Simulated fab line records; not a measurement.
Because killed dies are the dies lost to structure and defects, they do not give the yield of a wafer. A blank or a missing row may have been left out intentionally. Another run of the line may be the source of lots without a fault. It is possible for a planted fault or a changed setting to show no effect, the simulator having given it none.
fab line records -- flow gf180mcu
record lots=7, wafers=21, last-day=34
route steps=602 shown STI@24 DNWELL@32 NWELL@42
lots that met no fault: from a run of the same line without faults
start-h: the number of hours between the record's first day and the start of the first shown wafer of the lot -- wait-h: hours from the lot's prior step to this one -- " as in the row above -- L1.1+2: a single row standing in for several wafers -- - value missing, or start not given -- * or withheld: withheld -- < > ~ a bound
route shown NAME@n: NAME is a module with steps in the file, n the number in the route of the first one -- usual: mean/standard deviation of fault-free wafers -- same: alike in all rows -- chamber/n: place in a boat -- sites: readings site by site -- _std_site: how widely they spread, as a standard deviation -- _edge_site: inner sites' mean taken away from outer sites' mean -- radius-mm: how far each site lies from the wafer's centre -- mask NAME#n: copy n -- behind: tool/chamber where the wafer was last shaped -- hold: the reason the lot was held/the length of the hold in hours/how it ended -- device: which transistor (n, p or np) failed to switch -- end of line: at the end of the route, the tests of the same wafers -- a step with no rows: only its recipe -- killed: dies lost to structure and defects at the first sort, not the wafer's yield -- map: the dies of a wafer, with x for killed, . for not killed, _ for no die there
set.NAME: the setting the step ran with; set.NAME@STEP: the setting that earlier step ran with -- model.NAME: the simulator's own value behind a step, which no gauge read
lots seen at some steps along the route; tables by step, rows by wafer
services: the hour from which a tool's chamber was out of use, counted from the record's first day as start-h (under 0 if before that day), plus the number of hours and why
## steps
# step GF_STI_CVD_23
# recipe material=SiO2, target-thk-nm=650, sigma-open-frac=0.3, time-s=108.3, temp-c=600, sih4-flow-sccm=60, pressure-mtorr=6
# step GF_STI_THK_MEAS_24
# recipe reads=SiO2_of_STI_CVD_23
# usual STI_CVD_23_THK=653/6.7
lot.wafer,tool,chamber,start-h,wait-h,STI_CVD_23_THK[nm]
L988.1,film-metro-04,-,33.14,0.0,655
L988.2,film-metro-04,-,33.14,0.0,656
L988.3,film-metro-04,-,33.14,0.0,655
L996.1,film-metro-03,-,80.67,0.0,652
L996.2,film-metro-03,-,80.67,0.0,644
L996.6,film-metro-03,-,80.67,0.0,650
L997.1,film-metro-02,-,87.40,0.0,648
L997.3,film-metro-02,-,87.40,0.0,639
L997.5,film-metro-02,-,87.40,0.0,648
L998.1,film-metro-03,-,87.40,0.0,660
L998.2,film-metro-03,-,87.40,0.0,661
L998.6,film-metro-03,-,87.40,0.0,659
L105.2,film-metro-03,-,120.17,0.0,654
L105.3,film-metro-03,-,120.17,0.0,655
L105.6,film-metro-03,-,120.17,0.0,655
L108.2,film-metro-02,-,135.96,0.0,657
L108.3,film-metro-02,-,135.96,0.0,658
L108.5,film-metro-02,-,135.96,0.0,658
L109.1,film-metro-02,-,142.34,0.0,656
L109.3,film-metro-02,-,142.34,0.0,655
L109.5,film-metro-02,-,142.34,0.0,652
# step GF_STI_CMP_25
# recipe stop-on=Si3N4, t-overpolish-s=33, down-force-psi=4, platen-rpm=60, target-thk-nm=524.6, pad-velocity-m-s=0.94248
# usual motor-current-A=12.3/1.4, overpolish-run-s=33.000/0.0086, slurry-flow-ml-min=150.1/0.46, time-to-endpoint-s=125/3.8
lot.wafer,tool,chamber,start-h,wait-h,motor-current-A,overpolish-run-s,slurry-flow-ml-min,time-to-endpoint-s
L988.2,cmp-02,1,33.20,0.0,14.6,33.001,149.9,133
L988.1,cmp-02,3,33.20,0.0,13.4,32.993,149.8,119
L988.3,cmp-02,0,33.20,0.0,10.4,32.992,150.0,126
L996.2,cmp-02,0,80.73,0.0,11.0,33.015,150.2,121
L996.1,cmp-02,1,80.73,0.0,14.0,33.005,149.7,123
L996.6,cmp-02,1,80.73,0.0,14.5,32.996,149.5,123
L997.1,cmp-02,0,88.03,0.6,10.9,32.997,150.1,127
L997.3,cmp-02,1,88.03,0.6,14.3,33.008,151.0,126
L997.5,cmp-02,3,88.03,0.6,13.0,33.009,150.4,122
L998.2,cmp-02,0,88.28,0.9,10.4,32.999,150.0,125
L998.1,cmp-02,1,88.28,0.9,15.0,32.993,150.5,130
L998.6,cmp-02,3,88.28,0.9,13.5,32.998,150.3,120
L105.2,cmp-01,0,120.22,0.0,12.9,32.977,149.4,126
L105.3,cmp-01,3,120.22,0.0,11.0,33.008,149.6,126
L105.6,cmp-01,0,120.22,0.0,12.9,32.991,149.6,123
L108.2,cmp-01,3,136.11,0.1,10.8,33.007,149.4,123
L108.3,cmp-01,0,136.11,0.1,13.1,32.989,150.3,124
L108.5,cmp-01,1,136.11,0.1,11.6,32.996,150.4,127
L109.1,cmp-02,0,142.40,0.1,10.5,33.002,149.6,126
L109.3,cmp-02,3,142.40,0.1,12.7,32.998,149.8,120
L109.5,cmp-02,1,142.40,0.1,15.0,33.000,149.4,128
# step GF_STI_WET_ETCH_26
# recipe chemistry=dHF, target-depth-nm=94, target=SiO2, temp-c=25, dilution=10:1, time-s=188
# step GF_STI_WET_ETCH_27
# recipe chemistry=H3PO4, target-depth-nm=160, target=Si3N4, temp-c=160, time-s=1825
# step GF_STI_WET_ETCH_28
# recipe chemistry=dHF, target-depth-nm=20, dry=ipa-marangoni, target=SiO2, temp-c=25, dilution=10:1, time-s=40
# step GF_STI_OXIDATION_29
# recipe temp-c=900, ambient=O2, stabilise-s=600, purge-s=300, target-thk-a=100, ox-time-s=1418
# step GF_STI_THK_MEAS_30
# recipe reads=SiO2_of_STI_OXIDATION_29
# usual STI_OXIDATION_02_THK=9.93/0.18
lot.wafer,tool,chamber,start-h,wait-h,STI_OXIDATION_02_THK[nm]
L988.1,film-metro-02,-,35.49,0.0,9.78
L988.2,film-metro-02,-,35.49,0.0,9.80
L988.3,film-metro-02,-,35.49,0.0,9.76
L996.1,film-metro-02,-,86.18,0.0,9.94
L996.2,film-metro-02,-,86.18,0.0,9.99
L996.6,film-metro-02,-,86.18,0.0,9.97
L997.1,film-metro-04,-,90.41,0.0,9.59
L997.3,film-metro-04,-,90.41,0.0,9.85
L997.5,film-metro-04,-,90.41,0.0,9.71
L998.1,film-metro-02,-,91.80,0.0,9.86
L998.2,film-metro-02,-,91.80,0.0,9.77
L998.6,film-metro-02,-,91.80,0.0,9.95
L105.2,film-metro-02,-,124.27,0.0,9.86
L105.3,film-metro-02,-,124.27,0.0,9.69
L105.6,film-metro-02,-,124.27,0.0,9.93
L108.2,film-metro-04,-,138.70,0.0,9.73
L108.3,film-metro-04,-,138.70,0.0,9.76
L108.5,film-metro-04,-,138.70,0.0,9.77
L109.1,film-metro-02,-,144.69,0.0,10.24
L109.3,film-metro-02,-,144.69,0.0,10.14
L109.5,film-metro-02,-,144.69,0.0,10.09
# step GF_DNWELL_DEHYDRATE_00
# recipe temp-c=200, time-s=60
# step GF_DNWELL_HMDS_01
# recipe prime-time-s=60, prime-temp-c=120
# step GF_DNWELL_COAT_02
# recipe spin-rpm=2000, resist-thk-nm=3000
# step GF_DNWELL_SOFTBAKE_03
# recipe temp-c=110, time-s=withheld
# step GF_DNWELL_EXPOSE_04
# recipe mask-id=DNWELL, target-cd-nm=1700, na=0.6, source-shape=conventional, sigma-outer=0.6, dose-mj=260
# usual exposure-dose-mJ-cm2=260.03/0.26, focus-offset-nm=0.0/0.58
lot.wafer,tool,chamber,start-h,wait-h,mask,exposure-dose-mJ-cm2,focus-offset-nm
L988.1,iline-stepper-02,0,41.85,-,DNWELL#0,260.19,-0.4
L988.2,iline-stepper-02,0,41.85,-,DNWELL#0,260.14,0.5
L988.3,iline-stepper-02,0,41.85,-,DNWELL#0,260.30,0.2
L996.1,iline-stepper-01,-,92.26,-,DNWELL#0,-,-
L996.2,iline-stepper-01,-,92.26,-,DNWELL#0,-,-
L996.6,iline-stepper-01,-,92.26,-,DNWELL#0,-,-
L997.1,iline-stepper-02,-,97.13,-,DNWELL#0,-,-
L997.3,iline-stepper-02,-,97.13,-,DNWELL#0,-,-
L997.5,iline-stepper-02,-,97.13,-,DNWELL#0,-,-
L998.1,iline-stepper-01,-,98.83,-,DNWELL#0,-,-
L998.2,iline-stepper-01,-,98.83,-,DNWELL#0,-,-
L998.6,iline-stepper-01,-,98.83,-,DNWELL#0,-,-
L105.2,iline-stepper-01,0,131.67,-,DNWELL#0,259.79,-0.7
L105.3,iline-stepper-01,0,131.67,-,DNWELL#0,260.21,0.3
L105.6,iline-stepper-01,0,131.67,-,DNWELL#0,259.96,0.2
L108.2,iline-stepper-01,0,146.20,-,DNWELL#0,260.14,0.7
L108.3,iline-stepper-01,0,146.20,-,DNWELL#0,259.79,0.6
L108.5,iline-stepper-01,0,146.20,-,DNWELL#0,259.86,0.0
L109.1,iline-stepper-02,0,152.58,-,DNWELL#0,259.95,0.8
L109.3,iline-stepper-02,0,152.58,-,DNWELL#0,259.81,0.0
L109.5,iline-stepper-02,0,152.58,-,DNWELL#0,259.90,1.3
# step GF_DNWELL_PEB_05
# recipe temp-c=115, time-s=withheld
# step GF_DNWELL_DEVELOP_06
# recipe wall-angle-deg=90, develop-time-s=60, dev-temp-c=23
# step GF_DNWELL_IMPLANT_07
# recipe species=P, energy-kev=1500, dose-cm2=1e+13, tilt-deg=0
# step GF_DNWELL_STRIP_08
# recipe chemistry=O2/N2, power-w=1400, pressure-mtorr=1500, platen-temp-c=250, o2-flow-sccm=3000, n2-flow-sccm=300, overash-fraction=0.5
# usual drypump-motor-current-A=5.6/0.33, heater-power-w=325/25, oes-product-au=0.722/0.0044, platen-temp-c=249.99/0.16, strip-time-to-endpoint-s=36.98/0.099
# same overash-fraction=0.5
lot.wafer,tool,chamber,start-h,wait-h,drypump-motor-current-A,heater-power-w,oes-product-au,platen-temp-c,rf-hours-counter-h,strip-time-to-endpoint-s
L988.1,plasma-asher-04,1,47.50,0.1,5.3,303,0.724,250.19,35,36.97
L988.2,plasma-asher-04,0,47.50,0.1,5.2,306,0.724,250.14,35,36.86
L988.3,plasma-asher-04,1,47.50,0.1,5.3,294,0.718,250.02,-,37.01
L996.1,plasma-asher-03,0,99.56,0.1,5.9,354,0.726,249.75,46,36.86
L996.2,plasma-asher-03,1,99.56,0.1,5.9,328,0.727,249.96,46,37.02
L996.6,plasma-asher-03,0,99.56,0.1,5.9,357,0.727,250.05,-,36.89
L997.1,plasma-asher-04,1,104.26,0.1,5.2,308,0.731,250.06,40,37.01
L997.3,plasma-asher-04,0,104.26,0.1,5.2,310,0.719,250.17,-,37.01
L997.5,plasma-asher-04,1,104.26,0.1,5.2,299,0.719,249.93,-,36.92
L998.1,plasma-asher-01,1,105.81,0.1,6.1,362,0.729,249.81,32,37.04
L998.2,plasma-asher-01,0,105.81,0.1,5.6,293,0.720,250.15,32,37.05
L998.6,plasma-asher-01,0,105.81,0.1,5.6,281,0.718,250.06,-,37.08
L105.2,plasma-asher-03,0,139.26,0.1,5.9,359,0.723,249.91,3,37.08
L105.3,plasma-asher-03,1,139.26,0.1,5.8,313,0.719,249.89,-,37.00
L105.6,plasma-asher-03,1,139.26,0.1,5.8,313,0.720,250.10,-,37.10
L108.2,plasma-asher-04,1,154.06,0.1,5.2,300,0.729,250.04,46,37.02
L108.3,plasma-asher-04,1,154.06,0.1,5.3,296,0.719,249.91,-,37.21
L108.5,plasma-asher-04,0,154.06,0.1,5.2,308,0.723,250.18,-,37.04
L109.1,plasma-asher-03,0,160.55,0.1,5.9,351,0.721,249.97,6,37.10
L109.3,plasma-asher-03,0,160.55,0.1,5.9,338,0.724,250.19,-,37.12
L109.5,plasma-asher-03,0,160.55,0.1,5.9,350,0.719,250.06,-,37.04
# step GF_DNWELL_TW_MEAS_09
# usual DNWELL_TW=1336/14
lot.wafer,tool,chamber,start-h,wait-h,DNWELL_TW
L988.1,film-metro-02,-,47.60,0.1,1337
L988.2,film-metro-02,-,47.60,0.1,1335
L988.3,film-metro-02,-,47.60,0.1,1335
L996.1,film-metro-03,-,99.66,0.1,31
L996.2,film-metro-03,-,99.66,0.1,31
L996.6,film-metro-03,-,99.66,0.1,31
L997.1,film-metro-01,-,104.36,0.1,30
L997.3,film-metro-01,-,104.36,0.1,30
L997.5,film-metro-01,-,104.36,0.1,30
L998.1,film-metro-01,-,105.91,0.1,30
L998.2,film-metro-01,-,105.91,0.1,30
L998.6,film-metro-01,-,105.91,0.1,30
L105.2,film-metro-03,-,139.37,0.1,1357
L105.3,film-metro-03,-,139.37,0.1,1354
L105.6,film-metro-03,-,139.37,0.1,1347
L108.2,film-metro-01,-,154.17,0.1,1325
L108.3,film-metro-01,-,154.17,0.1,1317
L108.5,film-metro-01,-,154.17,0.1,1319
L109.1,film-metro-03,-,160.65,0.1,1373
L109.3,film-metro-03,-,160.65,0.1,1362
L109.5,film-metro-03,-,160.65,0.1,1369
# step GF_NWELL_DEHYDRATE_00
# recipe temp-c=200, time-s=60
## services
tool,chamber,start-h,hours,kind
cmp-02,-,17.38,0.2,repair
cmp-02,-,20.79,3.2,pm
iline-stepper-02,-,24.05,1.7,pm
plasma-asher-01,-,37.97,2.3,repair
plasma-asher-01,-,40.35,9.8,repair
cmp-01,-,42.73,4.3,repair
plasma-asher-03,-,46.59,4.1,repair
cmp-01,-,49.93,3.1,repair
plasma-asher-04,-,61.05,2.8,pm
cmp-02,-,64.23,4.0,pm
cmp-02,-,68.23,-,consumable-replace:conditioner
cmp-02,-,68.23,-,consumable-replace:pad
cmp-02,-,74.07,1.7,repair
plasma-asher-04,-,85.24,10.1,repair
cmp-01,-,86.69,4.5,repair
cmp-02,-,91.32,0.8,repair
plasma-asher-01,-,96.24,3.6,repair
plasma-asher-03,-,108.75,9.0,pm
plasma-asher-03,0,108.75,9.0,vent-cycle
plasma-asher-01,-,121.85,53.3,repair
plasma-asher-03,-,129.35,1.6,repair
cmp-02,-,133.42,3.4,repair
iline-stepper-01,-,139.37,0.8,repair
iline-stepper-01,-,149.28,1.7,pm
## key
first-sign step=GF_DNWELL_EXPOSE_04, reading=tool-record, direction=missing
effect step=GF_DNWELL_TW_MEAS_09, reading=DNWELL_TW, direction=down, sigmas=92, usual=1336, struck=30
met-at GF_DNWELL_EXPOSE_04
struck-wafers L996.1,L996.2,L996.6,L997.1,L997.3,L997.5,L998.1,L998.2,L998.6
sort-left-out L996.1,L996.2,L996.6,L997.1,L997.3,L997.5,L998.1,L998.2,L998.6
tester-left-out L996,L997,L998
onset-between 41.85 92.26
fault kind=skipped-step-whole, tool=iline-stepper-01,iline-stepper-02, chamber=-, onset-h=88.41, steps=GF_DNWELL_EXPOSE_04, scope=struck-lots-only
# tester-left-out: of these lots the tester's yield and bins aren't shown, on N5 and GAA mostly nor the transistor test; their killed dies are dies lost to structure and defects alone, not to doping, threshold or leakage, so they don't give the yield
# sort-left-out: the simulated sort isn't trusted on such a fault, so these wafers' sort isn't shown, and their yield isn't known
